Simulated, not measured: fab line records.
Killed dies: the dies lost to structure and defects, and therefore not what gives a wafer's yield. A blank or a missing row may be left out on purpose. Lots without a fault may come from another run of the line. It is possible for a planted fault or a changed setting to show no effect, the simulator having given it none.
fab line records	flow sky130
record: lots: 12	wafers: 36	last_day: 50
route steps=708 shown METAL1@434 VIA1@465 METAL2@483 PAD_OPEN@708
lots with no fault: from the same line, run without faults
start_h: start of the lot's first displayed wafer, in hours after the record's first day	wait_h: hours since the lot's step before	" as in the row above	L1.1+2: several wafers, shown together as one row	- either no value or no given start	* or withheld: withheld	< > ~ a bound
route shown NAME@n: a module of which the file shows steps, and the number in the route of the first	usual: average and standard deviation across the fault-free wafers	same: alike in all rows	chamber/n: place in a boat	sites: each site's reading	_std_site: the values' standard deviation	_edge_site: outer sites' mean less inner sites'	radius_mm: how far each site lies from the wafer's centre	mask NAME#n: copy n	behind: the tool/chamber that last shaped the wafer	hold: why the lot was held/for how many hours/how that ended	device: the transistor (n, p or np) that didn't switch	end of line: the route-end tests of the same wafers	where a step has no rows: the recipe by itself	killed: dies lost to structure and defects at the first sort, not the wafer's yield	map: dies across one wafer; x = killed, . = not, _ = none there
set.NAME: the run value of the setting; set.NAME@STEP: its run value at that earlier step	model.NAME: the simulator's own value behind a step, which no gauge read
route steps across a sampled set of lots; one table per step, one row per wafer
services: the hour from which a tool's chamber was out of use, counted from the record's first day as start_h (under 0 if before that day), plus the number of hours and why
== steps ==
step: SKY_METAL1_SPUTTER_00
recipe: material: Ti	target_thk_nm: 15	power_w: 3000	time_s: 10	chamber_pressure_pa: 0.4
usual: throttle_valve_pct: 30.0/1.2
lot.wafer	tool	chamber	start_h	wait_h	throttle_valve_pct
L392.2	pvd_sputter-02	-	726.60	0.2	31.9
L392.4	"	-	"	"	30.9
L392.5	"	-	"	"	31.0
L391.2	pvd_sputter-03	-	729.58	0.2	30.2
L391.3	"	-	"	"	27.7
L391.5	"	-	"	"	29.3
L393.1	pvd_sputter-02	-	745.61	0.2	31.8
L393.4	"	-	"	"	28.4
L393.5	"	-	"	"	32.2
L394.1	pvd_sputter-02	-	764.73	0.2	30.5
L394.2	"	-	"	"	30.9
L394.3	"	-	"	"	32.1
L395.1	pvd_sputter-03	-	772.33	0.1	29.9
L395.3	"	-	"	"	29.3
L395.6	"	-	"	"	27.3
L396.3	pvd_sputter-03	-	783.95	0.1	29.8
L396.5	"	-	"	"	29.2
L396.6	"	-	"	"	27.7
L398.2	pvd_sputter-03	-	790.88	0.1	27.3
L398.4	"	-	"	"	29.3
L398.6	"	-	"	"	27.7
L403.1	pvd_sputter-01	-	831.13	0.2	29.6
L403.2	"	-	"	"	30.8
L403.4	"	-	"	"	30.9
L405.1	pvd_sputter-03	-	843.16	0.2	30.0
L405.5	"	-	"	"	29.3
L405.6	"	-	"	"	30.3
L409.2	pvd_sputter-02	-	874.00	0.1	28.4
L409.3	"	-	"	"	30.4
L409.4	"	-	"	"	32.0
L410.1	pvd_sputter-02	-	895.15	0.2	30.8
L410.4	"	-	"	"	28.4
L410.5	"	-	"	"	30.4
L414.2	pvd_sputter-02	-	910.10	0.1	28.5
L414.3	"	-	"	"	30.8
L414.5	"	-	"	"	30.8
step: SKY_VIA1_COAT_07
recipe: resist: KrF-thick	spin_rpm: 3000	resist_thk_nm: 450
lot.wafer	tool	chamber	start_h	wait_h
L392.2+4+5	litho_track-03	0	768	-
L391.2+3+5	litho_track-04	0	772	-
L393.1+4+5	litho_track-03	0	787	-
L394.1+2+3	litho_track-02	0	805	-
L395.1+3+6	litho_track-04	0	813	-
L396.3+5+6	litho_track-04	0	824	-
L398.2+4+6	litho_track-03	0	830	-
L403.1+2+4	litho_track-03	0	871	-
L405.1+5+6	litho_track-03	0	882	-
L409.2+3+4	litho_track-02	0	912	-
L410.1+4+5	litho_track-02	0	934	-
L414.2+3+5	litho_track-04	0	949	-
step: SKY_VIA1_OVL_MEAS_13
usual: VIA1_OVL: 3/5.9
lot.wafer	tool	chamber	start_h	wait_h	VIA1_OVL[nm]
L392.2	overlay-02	-	781.89	0.1	2
L392.4	"	-	"	"	1
L392.5	"	-	"	"	12
L391.2	overlay-01	-	785.63	0.1	6
L391.3	"	-	"	"	10
L391.5	"	-	"	"	15
L393.1	overlay-02	-	800.73	0.1	1
L393.4	"	-	"	"	3
L393.5	"	-	"	"	-5
L394.1	overlay-02	-	818.77	0.1	0
L394.2	"	-	"	"	0
L394.3	"	-	"	"	1
L395.1	overlay-01	-	827.17	0.1	0
L395.3	"	-	"	"	0
L395.6	"	-	"	"	7
L396.3	overlay-01	-	838.09	0.1	-4
L396.5	"	-	"	"	-8
L396.6	"	-	"	"	-9
L398.2	overlay-02	-	844.23	0.1	5
L398.4	"	-	"	"	8
L398.6	"	-	"	"	8
L403.1	overlay-01	-	884.83	0.1	3
L403.2	"	-	"	"	-3
L403.4	"	-	"	"	-4
L405.1	overlay-01	-	895.42	0.1	2
L405.5	"	-	"	"	13
L405.6	"	-	"	"	9
L409.2	overlay-02	-	925.04	0.1	1
L409.3	"	-	"	"	-6
L409.4	"	-	"	"	2
L410.1	overlay-01	-	946.52	0.1	12
L410.4	"	-	"	"	9
L410.5	"	-	"	"	8
L414.2	overlay-01	-	961.59	0.1	8
L414.3	"	-	"	"	8
L414.5	"	-	"	"	8
step: SKY_VIA1_STRIP_16
recipe: chemistry: O2/N2	power_w: 1400	pressure_mtorr: 1500	platen_temp_c: withheld	o2_flow_sccm: 3000	n2_flow_sccm: 300	overash_fraction: 0.5
usual: drypump_motor_current_A: 5.5/0.51	oes_product_au: 0.416/0.0048	strip_time_to_endpoint_s: 4.460/0.025
lot.wafer	tool	chamber	start_h	wait_h	drypump_motor_current_A	oes_product_au	rf_hours_counter_h	strip_time_to_endpoint_s
L392.2	plasma_asher-04	1	782.01	0.0	5.4	0.420	96	4.458
L392.4	"	0	"	"	6.6	0.417	-	4.465
L392.5	"	0	"	"	6.6	0.416	-	4.470
L391.2	plasma_asher-03	0	785.75	0.0	6.1	0.415	64	4.436
L391.3	"	1	"	"	5.1	0.428	-	4.458
L391.5	"	0	"	"	6.1	0.417	-	4.434
L393.1	plasma_asher-04	0	800.85	0.0	6.6	0.414	97	4.492
L393.4	"	0	"	"	6.6	0.423	-	4.483
L393.5	"	1	"	"	5.4	0.409	-	4.464
L394.1	plasma_asher-01	0	818.90	0.0	5.7	0.417	38	4.460
L394.2	"	1	"	"	5.0	0.415	38	4.484
L394.3	"	1	"	"	5.0	0.417	-	4.445
L395.1	plasma_asher-03	1	827.30	0.0	5.1	0.416	68	4.489
L395.3	"	1	"	"	5.1	0.406	-	4.470
L395.6	"	0	"	"	6.1	0.407	-	4.462
L396.3	plasma_asher-01	0	838.24	0.1	5.6	0.421	-	4.478
L396.5	"	0	"	"	5.6	0.420	-	4.424
L396.6	"	1	"	"	5.0	0.415	-	4.474
L398.2	plasma_asher-01	1	844.35	0.0	4.9	0.417	40	4.485
L398.4	"	0	"	"	5.6	0.422	-	4.501
L398.6	"	1	"	"	4.9	0.417	-	4.493
L403.1	plasma_asher-03	1	884.96	0.0	5.1	0.425	73	4.694
L403.2	"	0	"	"	6.1	0.432	73	4.742
L403.4	"	1	"	"	5.1	0.428	-	4.707
L405.1	plasma_asher-01	0	895.55	0.0	5.7	0.420	45	4.724
L405.5	"	1	"	"	5.0	0.424	-	4.674
L405.6	"	0	"	"	5.7	0.432	-	4.726
L409.2	plasma_asher-01	1	925.16	0.0	5.0	0.410	49	4.417
L409.3	"	1	"	"	5.0	0.420	-	4.483
L409.4	"	0	"	"	5.7	0.415	-	4.439
L410.1	plasma_asher-01	0	946.65	0.0	5.7	0.413	51	4.459
L410.4	"	0	"	"	5.7	0.421	-	4.442
L410.5	"	0	"	"	5.7	0.426	-	4.471
L414.2	plasma_asher-04	0	961.71	0.0	6.6	0.408	114	4.436
L414.3	"	0	"	"	6.6	0.417	-	4.449
L414.5	"	0	"	"	6.6	0.406	-	4.470
step: SKY_METAL2_SPUTTER_00
recipe: material: Ti	target_thk_nm: 15	power_w: 3000	time_s: 10	chamber_pressure_pa: 0.4
usual: throttle_valve_pct: 29.5/1.2
lot.wafer	tool	chamber	start_h	wait_h	throttle_valve_pct
L392.2	pvd_sputter-03	-	783.25	0.1	29.4
L392.4	"	-	"	"	27.8
L392.5	"	-	"	"	27.9
L391.2	pvd_sputter-02	-	787.05	0.2	30.3
L391.3	"	-	"	"	28.5
L391.5	"	-	"	"	28.3
L393.1	pvd_sputter-03	-	802.08	0.1	30.2
L393.4	"	-	"	"	29.8
L393.5	"	-	"	"	29.6
L394.1	pvd_sputter-04	-	820.15	0.2	30.5
L394.2	"	-	"	"	30.2
L394.3	"	-	"	"	29.3
L395.1	pvd_sputter-04	-	828.52	0.2	30.7
L395.3	"	-	"	"	29.6
L395.6	"	-	"	"	28.7
L396.3	pvd_sputter-02	-	839.50	0.1	28.5
L396.5	"	-	"	"	28.6
L396.6	"	-	"	"	32.2
L398.2	pvd_sputter-04	-	845.61	0.1	29.7
L398.4	"	-	"	"	29.0
L398.6	"	-	"	"	27.6
L403.1	pvd_sputter-03	-	886.28	0.2	27.6
L403.2	"	-	"	"	29.2
L403.4	"	-	"	"	30.0
L405.1	pvd_sputter-04	-	896.84	0.2	29.5
L405.5	"	-	"	"	30.4
L405.6	"	-	"	"	29.2
L409.2	pvd_sputter-03	-	926.38	0.2	29.7
L409.3	"	-	"	"	27.5
L409.4	"	-	"	"	29.6
L410.1	pvd_sputter-02	-	947.87	0.1	30.9
L410.4	"	-	"	"	30.5
L410.5	"	-	"	"	30.3
L414.2	pvd_sputter-04	-	962.97	0.1	29.8
L414.3	"	-	"	"	29.2
L414.5	"	-	"	"	29.2
step: SKY_PAD_OPEN_PROBE_99
usual: defect_limited_yield: 82.5/1.9	killed_at_M0_to_M3: 43/6.6	killed_at_M4_up: 3.0/1.8	killed_at_contacts: 24/5.1	killed_at_front_end: 16/4.5	killed_at_other: 0.3/0.67	killed_dies: 86/9.3	killed_open: 47/6.9	killed_short: 39/6.6	sort_bin_3_pad_short: 0.9/0.41	sort_bin_5_function: 10.4/1.4	sort_bin_6_memory: 6.2/1.1	sort_n_pass: 406/9.3	sort_yield_pct: 82.5/1.9
same: gross_dies: 492	killed_at_back_side: 0	sort_bin_4_leakage[%]: 0	sort_bin_8_speed[%]: 0
lot.wafer	tool	chamber	start_h	wait_h	defect_limited_yield[%]	killed_at_M0_to_M3	killed_at_M4_up	killed_at_contacts	killed_at_front_end	killed_at_other	killed_dies	killed_open	killed_short	sort_bin_3_pad_short[%]	sort_bin_5_function[%]	sort_bin_6_memory[%]	sort_n_pass	sort_yield_pct[%]
L405.1	prober-02	-	1152.44	0.1	83.5	38	4	25	14	0	81	49	32	0.8	9.8	5.9	411	83.5
L405.5	prober-02	-	1152.64	0.2	82.9	45	1	21	17	0	84	49	34	1.2	8.9	6.9	408	82.9
L405.6	prober-02	-	1152.69	0.2	81.1	52	2	23	16	0	93	52	41	0.4	12.8	5.7	399	81.1
L409.2	prober-02	-	1175.03	0.1	79.3	57	4	26	15	0	102	53	49	0.6	13.6	6.5	390	79.3
L409.3	prober-02	-	1175.08	0.2	83.1	31	5	25	22	0	83	38	45	0.2	10.8	5.9	409	83.1
L409.4	prober-02	-	1175.13	0.2	86.4	34	3	23	7	0	67	34	33	1.4	8.9	3.3	425	86.4
killed by level:class
L405.1 CONTACT:geometric_particle:open=10 VIA1:geometric_particle:open=9 VIA2:geometric_particle:open=9 VIA3:geometric_particle:open=8 LI_CONTACT:geometric_particle:open=7 FIELD_ISO:geometric_particle:short=5 POLY_GATE:geometric_particle:short=4 CONTACT:geometric_particle:short=4
L405.5 VIA1:geometric_particle:open=13 CONTACT:geometric_particle:open=7 VIA2:geometric_particle:open=7 LI_CONTACT:geometric_particle:open=5 POLY_GATE:geometric_particle:short=5 CONTACT:geometric_particle:short=5 METAL1:geometric_particle:short=5 VIA3:geometric_particle:open=5
L405.6 CONTACT:geometric_particle:open=13 VIA2:geometric_particle:open=10 VIA3:geometric_particle:open=7 VIA1:geometric_particle:short=7 POLY_GATE:geometric_particle:short=6 METAL1:geometric_particle:short=6 VIA1:geometric_particle:open=6 LI_CONTACT:geometric_particle:open=5
L409.2 VIA1:geometric_particle:open=16 CONTACT:geometric_particle:open=9 VIA3:geometric_particle:open=8 METAL1:geometric_particle:short=7 METAL2:geometric_particle:short=6 LI_CONTACT:geometric_particle:open=5 CONTACT:geometric_particle:short=5 METAL3:geometric_particle:short=5
L409.3 POLY_GATE:geometric_particle:short=8 VIA1:geometric_particle:open=8 LI_CONTACT:geometric_particle:open=7 CONTACT:geometric_particle:short=5 CONTACT:geometric_particle:open=5 METAL1:geometric_particle:short=5 FIELD_ISO:geometric_particle:short=4 LI_CONTACT:geometric_particle:short=4
L409.4 LI_CONTACT:geometric_particle:open=7 CONTACT:geometric_particle:short=6 VIA2:geometric_particle:open=6 LOCAL_INTERCONNECT:geometric_particle:short=5 VIA3:geometric_particle:open=5 METAL1:geometric_particle:short=5 VIA1:geometric_particle:open=5 CONTACT:geometric_particle:open=4
== services ==
tool	chamber	start_h	hours	kind
pvd_sputter-03	-	703.65	0.5	repair
pvd_sputter-03	-	712.58	5.7	repair
pvd_sputter-01	-	725.88	4.9	repair
pvd_sputter-01	-	734.98	5.4	repair
plasma_asher-01	-	760.57	2.8	pm
plasma_asher-03	-	766.22	1.0	repair
pvd_sputter-02	0	776.74	-	consumable_replace:kit
plasma_asher-01	-	788.99	1.2	repair
pvd_sputter-04	-	803.63	4.1	repair
plasma_asher-03	-	816.28	0.7	repair
plasma_asher-01	-	819.43	2.3	repair
pvd_sputter-03	-	821.30	1.0	repair
pvd_sputter-03	-	844.45	10.9	repair
pvd_sputter-04	-	848.05	0.5	repair
pvd_sputter-01	-	880.90	1.8	repair
pvd_sputter-04	-	885.90	6.6	repair
pvd_sputter-01	-	893.30	2.2	repair
pvd_sputter-02	-	897.00	0.5	repair
plasma_asher-03	-	899.60	15.6	pm
plasma_asher-04	-	903.55	5.6	repair
plasma_asher-03	-	921.94	0.9	repair
plasma_asher-03	-	925.26	8.4	repair
pvd_sputter-02	-	935.76	6.9	repair
pvd_sputter-02	-	952.41	2.5	repair
== key ==
first_sign: step: SKY_VIA1_STRIP_16	reading: strip_time_to_endpoint_s	direction: up	sigmas: 9.9	usual: *	struck: *
effect none on later readings
met_at SKY_VIA1_COAT_07
struck_lots L403,L405
not_acting_at SKY_METAL1_SPUTTER_00,SKY_VIA1_OVL_MEAS_13,SKY_METAL2_SPUTTER_00
onset_between 830 871
fault: kind: process_parameter_drift	tool: litho_track-03	chamber: -	onset_h: 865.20	steps: SKY_VIA1_COAT_07	channel: resist_thk_nm	offset: 24.939	shape: step	end_h: 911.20	acts_in: these_recipes_only	stated: 450
